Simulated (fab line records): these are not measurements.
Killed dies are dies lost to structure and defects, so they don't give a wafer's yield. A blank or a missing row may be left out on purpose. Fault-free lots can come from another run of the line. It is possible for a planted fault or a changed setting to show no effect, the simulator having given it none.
Code-filled problem report in 8D (eight disciplines) form -- flow sky130 -- the parts of the form that need people (team, actions taken, sign-off) are left out

## 1. THE PROBLEM
Mean of overpolish-run-s at SKY_VIA4_CMP_21: 0.041 s across 2 wafers in 2 lots; on wafers with no fault it is 25.001 s (standard deviation 0.0082). So: -99 or more standard deviations from the usual mean.
The step: polishes, stops on SiO2, t overpolish 25 s, target thk 0 nm.
Earliest sighting: wafer L430.5 on cmp-01 at day 45 10:30. The record holds 33 wafers of 11 lots with a number at this step. Rule for "out", or "out of limits": more than 4 standard deviations from the usual mean. The other wafers with a number count as sound.

## 2. WHAT IT IS; WHAT IT IS NOT
question,is,is not
which readings at this step,"overpolish-run-s, time-to-endpoint-s",-
which lots,"L430, L431","L422, L423, L424, L429, L433, L437, L442, L443, L444"
which wafers of those lots,"L430.5, L431.1","L430.2, L430.6, L431.2, L431.6"
read on which tools,cmp-01,cmp-02
when,from day 45 10:30,"up to then (14 sound wafers); but 17 sound wafers of L431, L433, L437, L442, L443, L444 came after"

## 3. WHAT RULES OUT EACH SUSPECT
Counting: if a tool at a process step up to the reading ran every lot that is out, it stays a suspect. Sound lots after the first of them don't rule it out here, since some wafers of a struck lot are sound.
- cmp-01 at SKY_VIA4_CMP_21 (polishes, stops on SiO2, t overpolish 25 s, target thk 0 nm): kept. It processed each lot that is out (first: L430, day 45 10:30); up to then, its last sound lot is L429 (day 44 22:46). Out on those wafers are its own readings of overpolish-run-s, time-to-endpoint-s.
- Within cmp-01 at SKY_VIA4_CMP_21: the wafers that are out ran in chamber 1; their sound lot-mates ran in chambers 0, 3.
The count leaves cmp-01 at SKY_VIA4_CMP_21.

## 4. THE CAUSE (what the simulator had put in)
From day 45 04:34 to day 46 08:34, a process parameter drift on cmp-01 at SKY_VIA4_CMP_21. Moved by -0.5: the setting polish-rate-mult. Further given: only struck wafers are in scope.
This tool alone remained once counting was done.

## 5. THE CHAIN OF EFFECTS, in route order
Each row: a reading where the mean over the struck wafers with a number is more than 3 standard deviations away from the usual. Scope: only readings with a usual standard deviation given in the record; hours: median across lots of the time from each lot's start at the first step in this table that gives one to its start at this step; sigmas: change in usual standard deviations.
hours,step,reading,usual,on struck wafers,change,sigmas
0,SKY_VIA4_CMP_21,overpolish-run-s,25.001 s,0.041,-24.960,-99 or more
0,SKY_VIA4_CMP_21,time-to-endpoint-s,125 s,194,+68,+16
65,SKY_PAD_OPEN_PROBE_99,defect-limited-yield,82.4 %,0.0,-82.4,-43
65,SKY_PAD_OPEN_PROBE_99,killed_at_M4_up,3.2,417.5,+414.3,+99 or more
65,SKY_PAD_OPEN_PROBE_99,killed-dies,87,492,+405,+44
65,SKY_PAD_OPEN_PROBE_99,killed-on-rim,17,96,+79,+19
65,SKY_PAD_OPEN_PROBE_99,sort_bin_3_pad_short,0.8 %,85.0,+84.2,+99 or more
65,SKY_PAD_OPEN_PROBE_99,sort-n-pass,405,0,-405,-44
65,SKY_PAD_OPEN_PROBE_99,sort-yield-pct,82.4 %,0.0,-82.4,-43
Here are the process steps it includes:
- SKY_VIA4_CMP_21: polishes, stops on SiO2, t overpolish 25 s, target thk 0 nm.
- SKY_PAD_OPEN_PROBE_99

## 6. HOW IT WOULD HAVE BEEN CAUGHT EARLIER
First out-of-limits reading in this record: day 45 10:30, which is 6 hours after fault onset at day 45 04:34.
